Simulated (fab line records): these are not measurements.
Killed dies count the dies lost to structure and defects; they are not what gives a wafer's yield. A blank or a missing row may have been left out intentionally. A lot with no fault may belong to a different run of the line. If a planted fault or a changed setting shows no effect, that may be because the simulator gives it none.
The tool behind it: which one? :: flow gf180mcu :: route of 602 steps, sampled at 1 step: 15 lots, 45 wafers

WHAT EACH GAUGE READ, for each wafer
GF_V3_OVL_MEAS_15.
lot: L360
measured: day 22 10:55
on: overlay-01
V3_OVL (nm): 6 1 -1

lot: L361
measured: day 22 17:03
on: overlay-01
V3_OVL (nm): -9 -4 -8

lot: L362
measured: day 23 03:06
on: overlay-01
V3_OVL (nm): -3 2 1

lot: L365
measured: day 24 01:05
on: overlay-01
V3_OVL (nm): 0 6 3

lot: L367
measured: day 24 19:10
on: overlay-01
V3_OVL (nm): 6 0 -4

lot: L371
measured: day 26 02:45
on: overlay-02
V3_OVL (nm): 5 7 1

lot: L372
measured: day 26 10:15
on: overlay-01
V3_OVL (nm): 5 5 2

lot: L373
measured: day 26 14:15
on: overlay-01
V3_OVL (nm): -3 -6 -6

lot: L376
measured: day 27 20:47
on: overlay-01
V3_OVL (nm): 15 10 10

lot: L377
measured: day 28 11:12
on: overlay-01
V3_OVL (nm): 0 5 4

lot: L379
measured: day 29 01:01
on: overlay-01
V3_OVL (nm): 1 0 3

lot: L381
measured: day 29 03:30
on: overlay-02
V3_OVL (nm): 3 0 1

lot: L380
measured: day 29 03:51
on: overlay-01
V3_OVL (nm): -15 -14 -16

lot: L382
measured: day 29 14:08
on: overlay-01
V3_OVL (nm): -6 -6 -2

lot: L383
measured: day 29 19:49
on: overlay-02
V3_OVL (nm): 1 0 4

WHAT TOOL EACH LOT RAN ON (gives the tool, then ch and the chambers of the sampled wafers, and finally the start)
Record: no process step prior to these readings.

WHAT THE TOOLS THEMSELVES READ (means of the sampled wafers that have a number; where no wafer has one, the mark that the record gives instead)
The record holds no such reading with a usual standard deviation.

THE ANSWER, worked out from the rows above alone
Rule: the usual values come from the lots themselves. Put in order of their means at a reading, lots are off if they are a third of the lots or fewer, leave a main group of 4 or more, and stand apart from it by a gap of 3 or more times the standard deviation of the main group's means; of several such gaps the widest counts. Not used: any main group whose means are identical at the precision the tables above print for the reading. Also off: a lot with no number at a reading for which 4 or more lots have one. Any other lot the step has rows for is counted as sound. Order of review: gauges by route order, followed by the tools' own readings, for which a lot's mean as printed above is used. At the first step where some lot is off, the reading lying furthest off is the one used; lots without a number count as furthest.
No lot is off at any reading shown: from this, nothing can be told.

WHAT THE SIMULATOR PUT IN
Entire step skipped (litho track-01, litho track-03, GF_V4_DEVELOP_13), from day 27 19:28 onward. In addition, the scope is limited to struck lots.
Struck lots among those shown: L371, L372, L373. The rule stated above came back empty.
